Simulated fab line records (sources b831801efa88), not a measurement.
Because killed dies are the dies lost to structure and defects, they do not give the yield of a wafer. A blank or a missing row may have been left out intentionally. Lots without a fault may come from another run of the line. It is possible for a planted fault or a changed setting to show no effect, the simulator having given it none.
A single fault, viewed from 2 desks    flow gf180mcu    numbers are kept per desk, each desk with only its own; the story behind them comes last

THE METROLOGY DESK
What the gauges read for every lot (on any tool): the sampled wafers with a number, averaged. The brackets show how far a lot's mean lies from the usual mean; more than 4 standard deviations puts the lot out of limits, marked OUT.
Columns: A = cdNm at GF_TOP_METAL_CD_MEAS_14, usual 440 nm
lot   first seen here  A
L612  day 28 00:35     444
L614  day 28 14:21     439
L617  day 29 20:44     439
L619  day 30 07:27     441
L620  day 30 14:25     441
L621  day 30 17:41     437
L622  day 31 05:29     439
L626  day 32 08:10     440
L631  day 33 08:19     438
L633  day 33 17:31     441
L634  day 34 00:14     441
L635  day 34 04:11     440
Result from this desk: across the 12 lots, nothing is out of limits.

AT THE TOOL OWNER'S DESK: ilineStepper-01
The tool's own readings at GF_TOP_METAL_EXPOSE_11 (exposes mask MetalTop, target cd 440 nm): means of the sampled wafers that have a number, for each lot that ran on this tool. The brackets show how far a lot's mean lies from the usual mean; more than 4 standard deviations puts the lot out of limits, marked OUT.
Columns: A = exposureDoseMJCm2 at GF_TOP_METAL_EXPOSE_11, usual 170.00; B = focusOffsetNm at GF_TOP_METAL_EXPOSE_11, usual 0.1 nm
lot   first seen here  A       B
L617  day 29 11:01     170.15  0.0
L622  day 30 20:28     170.13  -0.4
L626  day 32 00:15     170.01  -0.3
L633  day 33 09:41     170.06  -0.0
L634  day 33 16:37     170.07  0.1
L635  day 33 21:02     169.93  -0.1
Result from this desk: across the 6 lots, nothing is out of limits.

ALL TOGETHER
Metrology desk: nothing out of limits seen.
The tool owner's desk saw nothing out of limits.

WHAT THE SIMULATOR PUT IN
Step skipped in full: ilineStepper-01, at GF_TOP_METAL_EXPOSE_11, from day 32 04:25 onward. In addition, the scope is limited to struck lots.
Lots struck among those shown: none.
